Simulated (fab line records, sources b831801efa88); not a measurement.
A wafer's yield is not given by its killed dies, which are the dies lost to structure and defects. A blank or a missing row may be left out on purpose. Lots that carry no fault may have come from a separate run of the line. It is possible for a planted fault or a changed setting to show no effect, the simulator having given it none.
fab line records | flow sky130
record: lots: 6 wafers: 18 last_day: 50
route steps=708 shown VT_ADJUST_HVTR@133 VT_ADJUST_PCH@143 SONOS_TUNNEL@154
lots that met no fault: taken from a fault-free run of the same line
start_h: hours from the record's opening day to when the first of the lot's shown wafers began | wait_h: time in hours since the lot's previous step | " repeats the value in the row above | L1.1+2: one row covering several wafers at once | - value missing, or start not given | * or withheld: withheld | < > ~ a bound
route shown NAME@n: names a module that has steps shown in the file, with the first one's number in the route | usual: mean and standard deviation over wafers with no fault | same: alike in all rows | chamber/n: place in a boat | sites: per-site readings | _std_site: their standard deviation | _edge_site: inner sites' mean taken away from outer sites' mean | radius_mm: for every site, how far away it sits from the centre of the wafer | mask NAME#n: copy n | behind: tool/chamber where the wafer was last shaped | hold: why the lot was held/for how many hours/how that ended | device: the n, p or np transistor that did not switch | end of line: tests of these same wafers at the route's end | where a step has no rows: the recipe by itself | killed: count of dies lost to structure and defects at first sort (not the wafer's yield) | map: dies across one wafer; x = killed, . = not, _ = none there
set.NAME: the setting as run; set.NAME@STEP: as run at that earlier step | model.NAME: the simulator's own value behind a step, which no gauge read
a table for each step, a row for each wafer; lots at some steps of the route
services: the hour from which a tool's chamber was out of use, counted from the record's first day as start_h (under 0 if before that day), plus the number of hours and why
== steps ==
step: SKY_VT_ADJUST_HVTR_COAT_02
recipe: resist: NOVOLAK spin_rpm: 3000 resist_thk_nm: 1140
step: SKY_VT_ADJUST_HVTR_SOFTBAKE_03
recipe: temp_c: 90 time_s: 60 resist: NOVOLAK
step: SKY_VT_ADJUST_HVTR_EXPOSE_04
recipe: mask_id: HVTRM target_cd_nm: 380 na: 0.6 source_shape: conventional sigma_outer: 0.6 dose_mj: 148.7
step: SKY_VT_ADJUST_HVTR_PEB_05
recipe: temp_c: withheld time_s: * resist: NOVOLAK
step: SKY_VT_ADJUST_HVTR_DEVELOP_06
recipe: develop_time_s: 60 dev_temp_c: 23
step: SKY_VT_ADJUST_HVTR_CD_MEAS_07
recipe: target_cd_nm: 380
usual: cd_nm: 380.3/2.7
columns lot.wafer tool chamber start_h wait_h cd_nm
L142.2 cd_sem-02 - 228.89 0.1 381.8
L142.4 " - " " 384.3
L142.6 " - " " 382.7
L147.1 cd_sem-02 - 274.59 0.1 376.8
L147.2 " - " " 375.2
L147.4 " - " " 375.6
L149.2 cd_sem-02 - 280.34 0.1 382.3
L149.3 " - " " 379.4
L149.4 " - " " 381.6
L150.1 cd_sem-02 - 287.37 0.1 380.2
L150.5 " - " " 378.0
L150.6 " - " " 379.6
L158.1 cd_sem-01 - 365.94 0.1 384.2
L158.3 " - " " 382.8
L158.4 " - " " 382.6
L161.2 cd_sem-01 - 373.36 0.1 378.4
L161.4 " - " " 377.6
L161.5 " - " " 378.8
step: SKY_VT_ADJUST_HVTR_OVL_MEAS_08
usual: VT_ADJUST_HVTR_OVL: 0.0/1.3
columns lot.wafer tool chamber start_h wait_h VT_ADJUST_HVTR_OVL[nm]
L142.2 overlay-02 - 228.99 0.1 0.6
L142.4 " - " " 0.3
L142.6 " - " " 0.0
L147.1 overlay-01 - 274.71 0.1 -0.5
L147.2 " - " " -0.2
L147.4 " - " " 0.6
L149.2 overlay-01 - 280.45 0.1 -1.5
L149.3 " - " " -1.4
L149.4 " - " " 1.0
L150.1 overlay-01 - 287.49 0.1 1.9
L150.5 " - " " 0.9
L150.6 " - " " -2.5
L158.1 overlay-01 - 366.06 0.1 1.9
L158.3 " - " " 2.0
L158.4 " - " " 0.2
L161.2 overlay-02 - 373.46 0.1 0.7
L161.4 " - " " 0.8
L161.5 " - " " -0.1
step: SKY_VT_ADJUST_HVTR_IMPLANT_09
recipe: species: B energy_kev: 10 dose_cm2: 2.1e+12 tilt_deg: withheld
step: SKY_VT_ADJUST_HVTR_STRIP_10
recipe: chemistry: O2/N2 power_w: 1400 pressure_mtorr: 1500 platen_temp_c: withheld o2_flow_sccm: 3000 n2_flow_sccm: 300 overash_fraction: 0.5
usual: drypump_motor_current_A: 5.71/0.29 oes_product_au: 0.715/0.0047 strip_time_to_endpoint_s: 14.19/0.03
columns lot.wafer tool chamber start_h wait_h drypump_motor_current_A oes_product_au rf_hours_counter_h strip_time_to_endpoint_s
L142.2 plasma_asher-04 0 229.17 0.1 5.52 0.712 55 14.22
L142.4 " 0 " " 5.52 0.722 - 14.15
L142.6 " 0 " " 5.51 0.716 - 14.17
L147.1 plasma_asher-02 0 274.89 0.1 5.99 0.716 15 14.14
L147.2 " 1 " " 6.06 0.712 15 14.16
L147.4 " 0 " " 6.01 0.708 - 14.19
L149.2 plasma_asher-02 0 280.63 0.1 6.00 0.715 16 14.20
L149.3 " 1 " " 6.03 0.718 - 14.24
L149.4 " 0 " " 6.00 0.717 - 14.22
L150.1 plasma_asher-04 1 287.68 0.1 5.29 0.710 60 14.16
L150.5 " 1 " " 5.30 0.717 - 14.17
L150.6 " 0 " " 5.56 0.721 - 14.24
L158.1 plasma_asher-03 0 366.24 0.1 5.84 0.727 54 14.11
L158.3 " 0 " " 5.89 0.709 - 14.10
L158.4 " 1 " " 5.76 0.712 - 14.15
L161.2 plasma_asher-03 0 373.64 0.1 5.88 0.713 54 14.21
L161.4 " 1 " " 5.75 0.712 - 14.25
L161.5 " 0 " " 5.86 0.720 - 14.20
step: SKY_VT_ADJUST_HVTR_TW_MEAS_11
usual: VT_ADJUST_HVTR_TW: 209.3/1.7
columns lot.wafer tool chamber start_h wait_h VT_ADJUST_HVTR_TW
L142.2 film_metro-03 - 229.28 0.1 208.0
L142.4 " - " " 207.2
L142.6 " - " " 208.3
L147.1 film_metro-01 - 274.99 0.1 211.9
L147.2 " - " " 211.1
L147.4 " - " " 211.0
L149.2 film_metro-03 - 280.74 0.1 209.1
L149.3 " - " " 209.0
L149.4 " - " " 207.6
L150.1 film_metro-01 - 287.78 0.1 211.3
L150.5 " - " " 213.0
L150.6 " - " " 212.4
L158.1 film_metro-01 - 366.34 0.1 210.7
L158.3 " - " " 210.6
L158.4 " - " " 211.6
L161.2 film_metro-01 - 373.75 0.1 211.3
L161.4 " - " " 211.6
L161.5 " - " " 210.1
step: SKY_VT_ADJUST_PCH_DEHYDRATE_00
recipe: temp_c: 200 time_s: 60
step: SKY_VT_ADJUST_PCH_HMDS_01
recipe: prime_time_s: 60 prime_temp_c: 120
step: SKY_VT_ADJUST_PCH_COAT_02
recipe: spin_rpm: 2000 resist_thk_nm: 3000
usual: chill_plate_temp_C: 23.01/0.11 dispense_pressure_kPa: 49.1/0.53 exhaust_pa: 45.1/0.89
columns lot.wafer tool chamber start_h wait_h chill_plate_temp_C dispense_pressure_kPa exhaust_pa
L142.2 litho_track-03 0 240.75 0.1 23.11 49.5 43.7
L142.4 " 0 " " 22.98 49.5 44.7
L142.6 " 0 " " 23.02 49.6 44.1
L147.1 litho_track-02 0 287.74 0.1 22.90 49.2 43.9
L147.2 " 0 " " 22.86 49.2 46.2
L147.4 " 0 " " 22.89 49.2 44.4
L149.2 litho_track-02 - 293.16 0.1 - - -
L149.3 " - " " - - -
L149.4 " - " " - - -
L150.1 litho_track-03 - 299.82 0.1 - - -
L150.5 " - " " - - -
L150.6 " - " " - - -
L158.1 litho_track-03 0 379.67 0.1 23.23 49.5 44.6
L158.3 " 0 " " 23.06 49.5 44.0
L158.4 " 0 " " 23.18 49.4 44.6
L161.2 litho_track-04 0 387.86 0.1 22.89 48.1 46.2
L161.4 " 0 " " 23.01 48.1 44.5
L161.5 " 0 " " 23.01 48.1 44.8
step: SKY_VT_ADJUST_PCH_SOFTBAKE_03
recipe: temp_c: 110 time_s: withheld
step: SKY_VT_ADJUST_PCH_EXPOSE_04
recipe: mask_id: NWM na: 0.6 source_shape: conventional sigma_outer: 0.6 polarization: unpolarized target_cd_nm: 840 dose_mj: 255
step: SKY_VT_ADJUST_PCH_PEB_05
recipe: temp_c: 115 time_s: withheld
step: SKY_VT_ADJUST_PCH_DEVELOP_06
recipe: wall_angle_deg: 90 developer: TMAH develop_time_s: 60 dev_temp_c: 23
step: SKY_VT_ADJUST_PCH_OVL_MEAS_07
usual: VT_ADJUST_PCH_OVL: 0.5/1.3
columns lot.wafer tool chamber start_h wait_h VT_ADJUST_PCH_OVL[nm]
L142.2 overlay-01 - 252.69 - 0.0
L142.4 " - " " 1.1
L142.6 " - " " -0.7
L147.1 overlay-01 - 300.28 - 2.0
L147.2 " - " " 0.1
L147.4 " - " " 0.8
L149.2 overlay-02 - 305.54 - -
L149.3 " - " " -
L149.4 " - " " -
L150.1 overlay-02 - 313.34 - -
L150.5 " - " " -
L150.6 " - " " -
L158.1 overlay-02 - 395.27 - 0.3
L158.3 " - " " -0.8
L158.4 " - " " 1.3
L161.2 overlay-02 - 402.69 - 1.5
L161.4 " - " " 0.1
L161.5 " - " " 0.6
step: SKY_VT_ADJUST_PCH_IMPLANT_08
recipe: species: B energy_kev: 10 dose_cm2: 5e+11 tilt_deg: withheld
step: SKY_VT_ADJUST_PCH_STRIP_09
recipe: chemistry: O2/N2 power_w: 1400 pressure_mtorr: 1500 platen_temp_c: withheld o2_flow_sccm: 3000 n2_flow_sccm: 300 overash_fraction: 0.5
usual: drypump_motor_current_A: 5.5/0.32 oes_product_au: 0.723/0.0043 strip_time_to_endpoint_s: 36.98/0.094
columns lot.wafer tool chamber start_h wait_h drypump_motor_current_A oes_product_au rf_hours_counter_h strip_time_to_endpoint_s
L142.2 plasma_asher-03 1 252.87 0.1 5.8 0.718 43 37.00
L142.4 " 1 " " 5.8 0.723 - 37.10
L142.6 " 1 " " 5.8 0.727 - 37.12
L147.1 plasma_asher-03 0 300.47 0.1 5.9 0.720 47 36.93
L147.2 " 1 " " 5.8 0.722 47 37.06
L147.4 " 0 " " 5.9 0.723 - 36.99
L149.2 plasma_asher-04 1 305.72 0.1 5.3 - 62 -
L149.3 " 0 " " 5.6 - - -
L149.4 " 1 " " 5.3 - - -
L150.1 plasma_asher-04 0 313.52 0.1 5.5 - 63 -
L150.5 " 0 " " 5.5 - - -
L150.6 " 1 " " 5.3 - - -
L158.1 plasma_asher-04 0 395.46 0.1 5.5 0.718 71 36.80
L158.3 " 0 " " 5.5 0.719 - 36.82
L158.4 " 1 " " 5.3 0.723 - 36.75
L161.2 plasma_asher-03 1 402.87 0.1 5.7 0.724 57 36.80
L161.4 " 0 " " 5.8 0.726 - 36.92
L161.5 " 1 " " 5.7 0.723 - 36.87
step: SKY_VT_ADJUST_PCH_TW_MEAS_10
usual: VT_ADJUST_PCH_TW: 142.1/1.9
columns lot.wafer tool chamber start_h wait_h VT_ADJUST_PCH_TW
L142.2 film_metro-03 - 252.98 0.1 140.9
L142.4 " - " " 141.1
L142.6 " - " " 140.8
L147.1 film_metro-03 - 300.57 0.1 142.0
L147.2 " - " " 140.9
L147.4 " - " " 141.1
L149.2 film_metro-02 - 305.83 0.1 146.1
L149.3 " - " " 145.3
L149.4 " - " " 146.3
L150.1 film_metro-04 - 313.62 0.1 140.9
L150.5 " - " " 141.0
L150.6 " - " " 140.8
L158.1 film_metro-04 - 395.56 0.1 141.3
L158.3 " - " " 141.0
L158.4 " - " " 140.3
L161.2 film_metro-04 - 402.98 0.1 141.2
L161.4 " - " " 140.9
L161.5 " - " " 141.2
step: SKY_SONOS_TUNNEL_DEHYDRATE_00
recipe: temp_c: 200 time_s: 60
step: SKY_SONOS_TUNNEL_HMDS_01
recipe: prime_time_s: 60 prime_temp_c: 120
step: SKY_SONOS_TUNNEL_COAT_02
recipe: resist: NOVOLAK spin_rpm: 3000 resist_thk_nm: 1140
step: SKY_SONOS_TUNNEL_SOFTBAKE_03
recipe: temp_c: 90 time_s: 60 resist: NOVOLAK
step: SKY_SONOS_TUNNEL_EXPOSE_04
recipe: mask_id: TUNM na: 0.6 source_shape: conventional sigma_outer: 0.6 polarization: unpolarized target_cd_nm: 410 dose_mj: 136
step: SKY_SONOS_TUNNEL_PEB_05
recipe: temp_c: withheld time_s: * resist: NOVOLAK
step: SKY_SONOS_TUNNEL_DEVELOP_06
recipe: resist: NOVOLAK developer: TMAH develop_time_s: 60 dev_temp_c: 23
step: SKY_SONOS_TUNNEL_CD_MEAS_07
recipe: target_cd_nm: 410
usual: cd_nm: 410.0/2.4
columns lot.wafer tool chamber start_h wait_h cd_nm
L142.2 cd_sem-02 - 276.69 0.1 409.5
L142.4 " - " " 411.5
L142.6 " - " " 410.6
L147.1 cd_sem-02 - 326.62 0.1 405.0
L147.2 " - " " 405.6
L147.4 " - " " 403.0
L149.2 cd_sem-01 - 331.45 0.1 409.2
L149.3 " - " " 411.4
L149.4 " - " " 411.3
L150.1 cd_sem-02 - 340.73 0.1 409.5
L150.5 " - " " 407.9
L150.6 " - " " 408.4
L158.1 cd_sem-01 - 424.42 0.1 409.5
L158.3 " - " " 410.9
L158.4 " - " " 408.5
L161.2 cd_sem-02 - 431.94 0.1 408.5
L161.4 " - " " 409.1
L161.5 " - " " 410.7
step: SKY_SONOS_TUNNEL_OVL_MEAS_08
usual: SONOS_TUNNEL_OVL: 0.3/1.3
columns lot.wafer tool chamber start_h wait_h SONOS_TUNNEL_OVL[nm]
L142.2 overlay-01 - 276.79 0.1 -1.4
L142.4 " - " " -0.9
L142.6 " - " " 0.9
L147.1 overlay-02 - 326.74 0.1 0.5
L147.2 " - " " -0.3
L147.4 " - " " 0.8
L149.2 overlay-02 - 331.56 0.1 -0.3
L149.3 " - " " -0.2
L149.4 " - " " 0.9
L150.1 overlay-01 - 340.85 0.1 -0.1
L150.5 " - " " 1.9
L150.6 " - " " 0.9
L158.1 overlay-02 - 424.54 0.1 -1.8
L158.3 " - " " -2.9
L158.4 " - " " -2.4
L161.2 overlay-01 - 432.05 0.1 -1.9
L161.4 " - " " -0.2
L161.5 " - " " -3.4
step: SKY_SONOS_TUNNEL_IMPLANT_09
recipe: species: B energy_kev: 20 dose_cm2: 1e+12 tilt_deg: withheld
step: SKY_SONOS_TUNNEL_WET_ETCH_10
recipe: chemistry: dHF target_depth_nm: 14 target: SiO2 dilution: 100:1 temp_c: 25 time_s: 280
step: SKY_SONOS_TUNNEL_STRIP_11
recipe: chemistry: SPM time_s: 600 temp_c: 130
step: SKY_SONOS_TUNNEL_TW_MEAS_12
usual: SONOS_TUNNEL_TW: 198.0/2.4
columns lot.wafer tool chamber start_h wait_h SONOS_TUNNEL_TW
L142.2 film_metro-01 - 277.33 0.0 197.2
L142.4 " - " " 197.8
L142.6 " - " " 198.0
L147.1 film_metro-02 - 327.20 0.0 201.0
L147.2 " - " " 200.5
L147.4 " - " " 199.9
L149.2 film_metro-02 - 332.01 0.0 215.2
L149.3 " - " " 214.7
L149.4 " - " " 215.4
L150.1 film_metro-04 - 341.31 0.0 210.0
L150.5 " - " " 210.5
L150.6 " - " " 209.7
L158.1 film_metro-04 - 425.00 0.0 195.6
L158.3 " - " " 194.2
L158.4 " - " " 195.5
L161.2 film_metro-01 - 432.51 0.0 198.1
L161.4 " - " " 199.4
L161.5 " - " " 198.7
step: SKY_SONOS_TUNNEL_CLEAN_13
recipe: chemistry: dHF time_s: 20 dilution: 100:1 dry: ipa_marangoni
== services ==
columns tool chamber start_h hours kind
plasma_asher-02 - 253.87 2.8 pm
plasma_asher-04 - 256.23 1.2 repair
plasma_asher-04 - 276.41 7.3 repair
plasma_asher-03 - 323.88 0.4 repair
plasma_asher-02 - 401.10 14.6 pm
== key ==
first_sign: step: SKY_VT_ADJUST_PCH_COAT_02 reading: tool_record direction: missing
effect: step: SKY_VT_ADJUST_PCH_OVL_MEAS_07 reading: VT_ADJUST_PCH_OVL direction: missing
effect: step: SKY_SONOS_TUNNEL_TW_MEAS_12 reading: SONOS_TUNNEL_TW direction: up sigmas: 6.1 usual: 198.0 struck: 212.6
met_at SKY_VT_ADJUST_PCH_COAT_02
struck_wafers L149.2,L149.3,L149.4,L150.1,L150.5,L150.6
sort_left_out L149.2,L149.3,L149.4,L150.1,L150.5,L150.6
tester_left_out L149,L150
onset_between 287.74 293.16
fault: kind: skipped_step_whole tool: litho_track-02,litho_track-03 chamber: - onset_h: 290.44 steps: SKY_VT_ADJUST_PCH_COAT_02 scope: struck_lots_only
tester_left_out: of these lots the tester's yield and bins aren't shown, on N5 and GAA mostly nor the transistor test; their killed dies are dies lost to structure and defects alone, not to doping, threshold or leakage, so they don't give the yield
sort_left_out: the simulated sort isn't trusted on such a fault, so these wafers' sort isn't shown, and their yield isn't known
